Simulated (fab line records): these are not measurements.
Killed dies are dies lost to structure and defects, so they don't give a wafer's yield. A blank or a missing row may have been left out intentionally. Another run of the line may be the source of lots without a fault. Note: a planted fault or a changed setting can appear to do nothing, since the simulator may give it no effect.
Check of tool commonality    flow sky130    12 lots, 36 wafers sampled

WHAT PROMPTED THE OPENING
Of 12 lots, 2 have the reading SD_N_RS flagged at SKY_SD_N_RS_MEAS_16. Fault-free wafers read 68.54 ohm/sq, with a standard deviation of 0.14.
Rule: a lot is flagged when every wafer of it that has a number lies more than 4 standard deviations from that mean, or none has a number. The other lots count as sound.

lot   measured      on             SD_N_RS (ohm/sq), wafer by wafer  flag
L333  day 28 00:39  film_metro-02  68.36 68.34 68.46                 
L334  day 28 09:10  film_metro-01  68.84 68.61 68.48                 
L335  day 28 18:36  film_metro-02  68.36 68.39 68.58                 
L337  day 29 16:00  film_metro-02  68.50 68.50 68.51                 
L341  day 31 05:09  film_metro-02  68.31 68.33 68.33                 
L344  day 32 03:11  film_metro-01  68.56 68.59 68.40                 
L345  day 32 11:43  film_metro-02  71.05 71.06 71.09                 FLAGGED
L347  day 33 04:46  film_metro-03  71.26 71.18 71.24                 FLAGGED
L348  day 33 09:03  film_metro-02  68.47 68.55 68.47                 
L350  day 33 18:43  film_metro-02  68.52 68.62 68.59                 
L351  day 34 18:17  film_metro-02  68.80 68.57 68.56                 
L354  day 35 02:17  film_metro-01  68.71 68.75 68.65                 
The numbers of the flagged lots are 71.15 ohm/sq on average: +2.61 ohm/sq against the usual, or +19 standard deviations.

TOOL THAT RAN EACH LOT
The record holds 2 process steps before the reading, out of a route of 708 steps. In each cell: the tool, then ch and the chambers that the sampled wafers went through, then the start.
lot   flag     SKY_SD_P_STRIP_10                     SKY_SD_N_RTA_14
L333           plasma_asher-03 ch 0,1, day 25 13:44  rtp_anneal-02 ch 0, day 28 00:28
L334           plasma_asher-03 ch 0,1, day 25 22:36  rtp_anneal-01 ch 0, day 28 08:59
L335           plasma_asher-03 ch 0,1, day 26 09:42  rtp_anneal-02 ch 0, day 28 18:25
L337           plasma_asher-04 ch 0,1, day 27 06:45  rtp_anneal-02 ch 0, day 29 15:49
L341           plasma_asher-02 ch 0,1, day 28 20:14  rtp_anneal-02 ch 0, day 31 04:58
L344           plasma_asher-02 ch 0,1, day 29 19:04  rtp_anneal-01 ch 0, day 32 03:01
L345  FLAGGED  plasma_asher-02 ch 0,1, day 30 04:32  rtp_anneal-02 ch 0, day 32 11:31
L347  FLAGGED  plasma_asher-02 ch 0,1, day 30 21:16  rtp_anneal-02 ch 0, day 33 04:35
L348           plasma_asher-02 ch 0,1, day 31 01:24  rtp_anneal-01 ch 0, day 33 08:52
L350           plasma_asher-03 ch 0,1, day 31 13:06  rtp_anneal-01 ch 0, day 33 18:32
L351           plasma_asher-03 ch 0,1, day 32 14:04  rtp_anneal-01 ch 0, day 34 18:05
L354           plasma_asher-04 ch 0,1, day 32 20:53  rtp_anneal-01 ch 0, day 35 02:04
What the steps here do:
- SKY_SD_P_STRIP_10: strips in O2/N2.
- SKY_SD_N_RTA_14: time 2 s.
- SKY_SD_N_RS_MEAS_16: measures by four-point-probe.

FLAGGED AGAINST TOTAL, ONE TOOL AT A TIME (gauges that did the reading follow at the end)
step                 tool             lots run  flagged  share of the flagged lots  sound lots run after its first flagged lot
SKY_SD_P_STRIP_10    plasma_asher-02  5         2        all                        1 (L348)
SKY_SD_P_STRIP_10    plasma_asher-03  5         0        none                       -
SKY_SD_P_STRIP_10    plasma_asher-04  2         0        none                       -
SKY_SD_N_RTA_14      rtp_anneal-01    6         0        none                       -
SKY_SD_N_RTA_14      rtp_anneal-02    6         2        all                        0
SKY_SD_N_RS_MEAS_16  film_metro-01    3         0        none                       -
SKY_SD_N_RS_MEAS_16  film_metro-02    8         1        some                       3 (L348,L350,L351)
SKY_SD_N_RS_MEAS_16  film_metro-03    1         1        some                       0

WHAT IS ALLOWED BY THE TABLE
2 rows of the table ran every flagged lot: plasma_asher-02 at SKY_SD_P_STRIP_10, rtp_anneal-02 at SKY_SD_N_RTA_14.
- plasma_asher-02 at SKY_SD_P_STRIP_10: 2 of its 5 lots flagged. After the first flagged lot (L348), sound lots still ran on it; a lasting fault on the whole tool would not permit that.
- rtp_anneal-02 at SKY_SD_N_RTA_14: 2 of its 6 lots flagged. It ran its last sound lot, L341, at day 31 04:58 and its first flagged lot, L345, at day 32 11:31: a fault with its onset between the two fits.
One tool is left: rtp_anneal-02 at SKY_SD_N_RTA_14.

WHAT THE SIMULATOR HAD INSERTED
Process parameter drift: rtp_anneal-02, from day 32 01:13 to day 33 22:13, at SKY_SD_N_RTA_14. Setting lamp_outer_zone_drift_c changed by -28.
Shown lots that were struck: L345, L347. The rule given above showed the same thing.
